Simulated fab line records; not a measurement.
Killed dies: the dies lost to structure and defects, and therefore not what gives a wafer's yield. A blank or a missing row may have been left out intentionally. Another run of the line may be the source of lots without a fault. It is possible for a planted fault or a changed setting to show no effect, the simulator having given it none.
Which tool did it? -- flow gf180mcu -- 10 lots with 30 wafers sampled at 6 steps, on a route of 602 steps

WHAT THE GAUGES READ, wafer by wafer
GF_MIM_RS_MEAS_10: measures by four-point-probe. Usual: for MIM_ALCU_RS the level is 0.1599 ohm/sq and the standard deviation is 0.0019.
lot,measured,on,MIM_ALCU_RS (ohm/sq),flag
L308,day 24 21:20,film_metro-01,0.1612 0.1630 0.1613,
L310,day 25 07:00,film_metro-02,0.1587 0.1620 0.1604,
L311,day 25 23:07,film_metro-01,0.1619 0.1615 0.1650,
L314,day 27 04:55,film_metro-04,0.1611 0.1613 0.1610,
L322,day 29 07:25,film_metro-01,0.1690 0.1665 0.1680,OFF
L323,day 29 14:44,film_metro-01,0.1582 0.1609 0.1599,
L324,day 29 20:52,film_metro-01,0.1610 0.1626 0.1617,
L327,day 30 19:40,film_metro-04,0.1619 0.1613 0.1611,
L329,day 31 01:13,film_metro-01,0.1581 0.1599 0.1574,
L331,day 31 14:59,film_metro-01,0.1624 0.1618 0.1603,

GF_MIM_THK_MEAS_11: measures by xrf. Usual: for MIM_ALCU_THK the level is 201.9 nm and the standard deviation is 2.6.
lot,measured,on,MIM_ALCU_THK (nm),flag
L308,day 24 21:28,film_metro-01,200.5 198.5 201.1,
L310,day 25 07:05,film_metro-02,202.9 199.5 201.4,
L311,day 25 23:13,film_metro-01,199.5 199.9 196.9,
L314,day 27 05:01,film_metro-04,199.6 199.4 199.3,
L322,day 29 07:31,film_metro-01,190.9 194.7 193.0,OFF
L323,day 29 14:50,film_metro-01,203.6 201.7 203.0,
L324,day 29 20:59,film_metro-01,199.9 198.1 198.7,
L327,day 30 19:45,film_metro-04,199.3 199.3 199.9,
L329,day 31 01:18,film_metro-01,204.8 201.6 207.1,
L331,day 31 15:06,film_metro-01,198.0 200.6 202.5,

EACH LOT AND THE TOOL THAT RAN IT (in order: tool; ch and the chambers of the sampled wafers; start)
lot,GF_V4_CVD_23,GF_MIM_SPUTTER_03,GF_MIM_SPUTTER_08,GF_MIM_SPUTTER_09
L308,"cvd_w-02 ch 0,1, day 24 20:20","pvd_sputter-01, day 24 21:05","pvd_sputter-03, day 24 21:17","pvd_sputter-03, day 24 21:19"
L310,"cvd_w-02 ch 0,1, day 25 05:55","pvd_sputter-03, day 25 06:38","pvd_sputter-04, day 25 06:53","pvd_sputter-04, day 25 06:55"
L311,"cvd_w-01 ch 0,1, day 25 21:59","pvd_sputter-04, day 25 22:50","pvd_sputter-03, day 25 23:02","pvd_sputter-03, day 25 23:04"
L314,"cvd_w-01 ch 0,1, day 27 03:55","pvd_sputter-01, day 27 04:38","pvd_sputter-03, day 27 04:50","pvd_sputter-03, day 27 04:51"
L322,"cvd_w-01 ch 0,1, day 29 06:23","pvd_sputter-04, day 29 07:06","pvd_sputter-03, day 29 07:18","pvd_sputter-03, day 29 07:19"
L323,"cvd_w-02 ch 0,1, day 29 13:44","pvd_sputter-01, day 29 14:27","pvd_sputter-04, day 29 14:38","pvd_sputter-04, day 29 14:40"
L324,"cvd_w-01 ch 0,1, day 29 19:51","pvd_sputter-03, day 29 20:37","pvd_sputter-04, day 29 20:48","pvd_sputter-04, day 29 20:50"
L327,"cvd_w-02 ch 0,1, day 30 18:38","pvd_sputter-03, day 30 19:21","pvd_sputter-01, day 30 19:34","pvd_sputter-01, day 30 19:35"
L329,"cvd_w-01 ch 0,1, day 31 00:10","pvd_sputter-03, day 31 00:53","pvd_sputter-04, day 31 01:06","pvd_sputter-04, day 31 01:08"
L331,"cvd_w-02 ch 0,1, day 31 13:58","pvd_sputter-04, day 31 14:43","pvd_sputter-01, day 31 14:55","pvd_sputter-01, day 31 14:56"
- GF_V4_CVD_23: deposits W, target thk 350 nm, time 104.9 s.
- GF_MIM_SPUTTER_03: material Ti, target thk 10 nm, time 6.7 s.
- GF_MIM_SPUTTER_08: material AlCu, target thk 200 nm, time 10.6 s.
- GF_MIM_SPUTTER_09: material TiN, target thk 35 nm, time 29.2 s.

AS READ BY THE TOOLS THEMSELVES (means over the sampled wafers that have a number; for cases with no such wafer, the mark the record gives instead)
GF_V4_CVD_23. Usual: heater_power_outer_w 504 W, standard deviation 17; heater_power_w 811 W, standard deviation 81.
lot,tool,heater_power_outer_w (W),heater_power_w (W),flag
L308,cvd_w-02,502,745,
L310,cvd_w-02,487,731,
L311,cvd_w-01,511,895,
L314,cvd_w-01,508,887,
L322,cvd_w-01,511,886,
L323,cvd_w-02,506,753,
L324,cvd_w-01,521,902,
L327,cvd_w-02,498,742,
L329,cvd_w-01,511,896,
L331,cvd_w-02,491,728,

GF_MIM_SPUTTER_03. Usual: throttle_valve_pct 30.4 %, standard deviation 1.2.
lot,tool,throttle_valve_pct (%),flag
L308,pvd_sputter-01,30.1,
L310,pvd_sputter-03,31.2,
L311,pvd_sputter-04,30.4,
L314,pvd_sputter-01,29.3,
L322,pvd_sputter-04,30.3,
L323,pvd_sputter-01,30.8,
L324,pvd_sputter-03,31.7,
L327,pvd_sputter-03,31.4,
L329,pvd_sputter-03,32.1,
L331,pvd_sputter-04,30.4,

GF_MIM_SPUTTER_08. Usual: throttle_valve_pct 30.3 %, standard deviation 1.1.
lot,tool,throttle_valve_pct (%),flag
L308,pvd_sputter-03,30.6,
L310,pvd_sputter-04,29.7,
L311,pvd_sputter-03,31.4,
L314,pvd_sputter-03,30.8,
L322,pvd_sputter-03,30.6,
L323,pvd_sputter-04,29.5,
L324,pvd_sputter-04,30.7,
L327,pvd_sputter-01,30.0,
L329,pvd_sputter-04,30.3,
L331,pvd_sputter-01,29.8,

GF_MIM_SPUTTER_09. Usual: throttle_valve_pct 30.3 %, standard deviation 1.1.
lot,tool,throttle_valve_pct (%),flag
L308,pvd_sputter-03,30.5,
L310,pvd_sputter-04,29.6,
L311,pvd_sputter-03,31.4,
L314,pvd_sputter-03,31.0,
L322,pvd_sputter-03,30.7,
L323,pvd_sputter-04,29.5,
L324,pvd_sputter-04,30.6,
L327,pvd_sputter-01,30.3,
L329,pvd_sputter-04,30.3,
L331,pvd_sputter-01,29.8,

THE ANSWER, worked out from the rows above alone
Rule: a lot is off if the mean of its wafers that have a number lies more than 3 standard deviations from the usual mean. Also off: a lot with no number at a reading for which 4 or more lots have one. Where the step has rows for the other lots, those lots are counted as sound. After the gauges, taken in route order, come the tools' own readings; for these a lot's mean is taken, as printed above. At the first step where some lot is off, the reading lying furthest off is the one used; lots without a number count as furthest.
Off: L322, seen at GF_MIM_RS_MEAS_10 (MIM_ALCU_RS).
If a tool, at a process step before that reading, ran all the lots that are off and no sound lot after the first of them, it fits. Gauges at GF_MIM_RS_MEAS_10: tried the same way as those tools. One candidate fits, namely pvd_sputter-03 at GF_MIM_SPUTTER_08 and GF_MIM_SPUTTER_09. At GF_MIM_SPUTTER_08 its last sound lot is L314 (day 27 04:50), its first lot that is off L322 (day 29 07:18): a fault that began between those two fits.

WHAT WAS PUT IN BY THE SIMULATOR
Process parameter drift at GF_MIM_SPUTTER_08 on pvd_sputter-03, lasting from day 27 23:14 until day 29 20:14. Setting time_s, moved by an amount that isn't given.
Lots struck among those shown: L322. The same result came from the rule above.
